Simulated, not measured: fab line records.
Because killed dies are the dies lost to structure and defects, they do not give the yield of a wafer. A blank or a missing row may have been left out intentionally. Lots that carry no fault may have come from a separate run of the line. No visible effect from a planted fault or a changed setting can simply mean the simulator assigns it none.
Which of the tools did it? / flow gf180mcu / 14 lots, 42 wafers sampled, at 2 steps of a route of 602

## WHAT THE GAUGES READ, wafer by wafer
GF_SAB_THK_MEAS_01.
lot=L593; measured=day 14 18:48; on=film-metro-03; SAB_CVD_00_THK (nm)=49.4 49.5 50.4
lot=L594; measured=day 14 20:15; on=film-metro-02; SAB_CVD_00_THK (nm)=48.9 49.2 49.7
lot=L596; measured=day 15 14:11; on=film-metro-02; SAB_CVD_00_THK (nm)=49.8 50.4 51.2
lot=L597; measured=day 15 19:25; on=film-metro-01; SAB_CVD_00_THK (nm)=49.8 50.5 50.2
lot=L598; measured=day 15 21:21; on=film-metro-03; SAB_CVD_00_THK (nm)=50.9 51.0 51.1
lot=L599; measured=day 16 08:58; on=film-metro-03; SAB_CVD_00_THK (nm)=50.0 50.6 50.8
lot=L601; measured=day 17 04:03; on=film-metro-02; SAB_CVD_00_THK (nm)=49.8 50.3 50.5
lot=L602; measured=day 17 23:12; on=film-metro-03; SAB_CVD_00_THK (nm)=49.5 49.9 49.2
lot=L603; measured=day 18 01:27; on=film-metro-03; SAB_CVD_00_THK (nm)=49.3 50.5 50.6
lot=L609; measured=day 19 18:56; on=film-metro-01; SAB_CVD_00_THK (nm)=50.1 49.4 50.9
lot=L611; measured=day 20 13:41; on=film-metro-03; SAB_CVD_00_THK (nm)=48.7 49.5 50.0
lot=L612; measured=day 21 05:31; on=film-metro-01; SAB_CVD_00_THK (nm)=49.6 49.8 50.2
lot=L613; measured=day 21 07:48; on=film-metro-02; SAB_CVD_00_THK (nm)=50.0 49.9 50.7
lot=L615; measured=day 22 01:14; on=film-metro-01; SAB_CVD_00_THK (nm)=49.4 49.8 50.4

## TOOL THAT RAN EACH LOT (tool first, then ch and the chambers of the sampled wafers, then the start)
lot=L593; GF_DNWELL_IMPLANT_07=implanter-03 ch 0, day 3 02:47
lot=L594; GF_DNWELL_IMPLANT_07=implanter-04 ch 0, day 3 02:57
lot=L596; GF_DNWELL_IMPLANT_07=implanter-04 ch 0, day 3 15:55
lot=L597; GF_DNWELL_IMPLANT_07=implanter-02 ch 0, day 3 18:17
lot=L598; GF_DNWELL_IMPLANT_07=implanter-02 ch 0, day 3 22:45
lot=L599; GF_DNWELL_IMPLANT_07=implanter-03 ch 0, day 4 04:11
lot=L601; GF_DNWELL_IMPLANT_07=implanter-02 ch 0, day 4 15:36
lot=L602; GF_DNWELL_IMPLANT_07=implanter-04 ch 0, day 5 02:03
lot=L603; GF_DNWELL_IMPLANT_07=implanter-02 ch 0, day 5 02:25
lot=L609; GF_DNWELL_IMPLANT_07=implanter-03 ch 0, day 6 05:49
lot=L611; GF_DNWELL_IMPLANT_07=implanter-03 ch 0, day 6 17:11
lot=L612; GF_DNWELL_IMPLANT_07=implanter-03 ch 0, day 6 22:52
lot=L613; GF_DNWELL_IMPLANT_07=implanter-04 ch 0, day 7 05:28
lot=L615; GF_DNWELL_IMPLANT_07=implanter-03 ch 0, day 7 15:31
- GF_DNWELL_IMPLANT_07

## WHAT THE TOOLS THEMSELVES READ (means of the sampled wafers that have a number; where no wafer has one, the mark that the record gives instead)
GF_DNWELL_IMPLANT_07.
lot=L593; tool=implanter-03; beam-on-s (s)=10.13; dose-ions-cm2=1.000e+13
lot=L594; tool=implanter-04; beam-on-s (s)=9.87; dose-ions-cm2=9.987e+12
lot=L596; tool=implanter-04; beam-on-s (s)=10.10; dose-ions-cm2=1.001e+13
lot=L597; tool=implanter-02; beam-on-s (s)=10.01; dose-ions-cm2=1.000e+13
lot=L598; tool=implanter-02; beam-on-s (s)=10.01; dose-ions-cm2=9.994e+12
lot=L599; tool=implanter-03; beam-on-s (s)=10.00; dose-ions-cm2=9.989e+12
lot=L601; tool=implanter-02; beam-on-s (s)=9.95; dose-ions-cm2=1.032e+13
lot=L602; tool=implanter-04; beam-on-s (s)=10.05; dose-ions-cm2=9.983e+12
lot=L603; tool=implanter-02; beam-on-s (s)=10.11; dose-ions-cm2=1.032e+13
lot=L609; tool=implanter-03; beam-on-s (s)=9.82; dose-ions-cm2=1.001e+13
lot=L611; tool=implanter-03; beam-on-s (s)=9.94; dose-ions-cm2=1.000e+13
lot=L612; tool=implanter-03; beam-on-s (s)=10.03; dose-ions-cm2=1.000e+13
lot=L613; tool=implanter-04; beam-on-s (s)=9.88; dose-ions-cm2=1.000e+13
lot=L615; tool=implanter-03; beam-on-s (s)=10.25; dose-ions-cm2=9.988e+12

## THE ANSWER, worked out from the rows above alone
Rule: usual is defined by the lots themselves. The widest of any qualifying gaps counts: lots, ordered by their means at a reading, are off when they make up no more than a third of the lots, leave a main group of 4 or more, and stand apart from it by 3 or more times the standard deviation of that group's means. The tables above print the reading to a certain number of digits; a main group whose means all agree to those digits is not used. A lot without any number at a reading at which 4 lots or more have one is off too. All remaining lots with rows at the step are treated as sound. The gauges are gone through in route order, then the tools' own readings, and for those a lot's mean is taken as printed above. At the first step where some lot is off, the reading lying furthest off is the one used; lots without a number count as furthest.
Off: L601, L603 (GF_DNWELL_IMPLANT_07, dose-ions-cm2). The main group: mean 9.997e+12, standard deviation 8.3e+09.
A tool fits if, at that step or a process step before it, it ran every lot that is off, and no sound lot after the first of them. One fits: GF_DNWELL_IMPLANT_07 on implanter-02. A fault onset in the window from L598 (day 3 22:45, its last sound lot) to L601 (day 4 15:36, its first lot off) fits.
On the lots that are off, the tool's own readings at GF_DNWELL_IMPLANT_07 differ by more than 5 times the standard deviation of the sound lots' means, which bears it out; dose-ions-cm2 reads 1.032e+13 there versus 9.997e+12 on the sound lots.

## WHAT THE SIMULATOR PUT IN
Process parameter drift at GF_DNWELL_IMPLANT_07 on implanter-02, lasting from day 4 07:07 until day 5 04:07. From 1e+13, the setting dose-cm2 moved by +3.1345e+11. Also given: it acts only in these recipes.
Lots struck among those shown: L601, L603. The rule above reached the same finding.
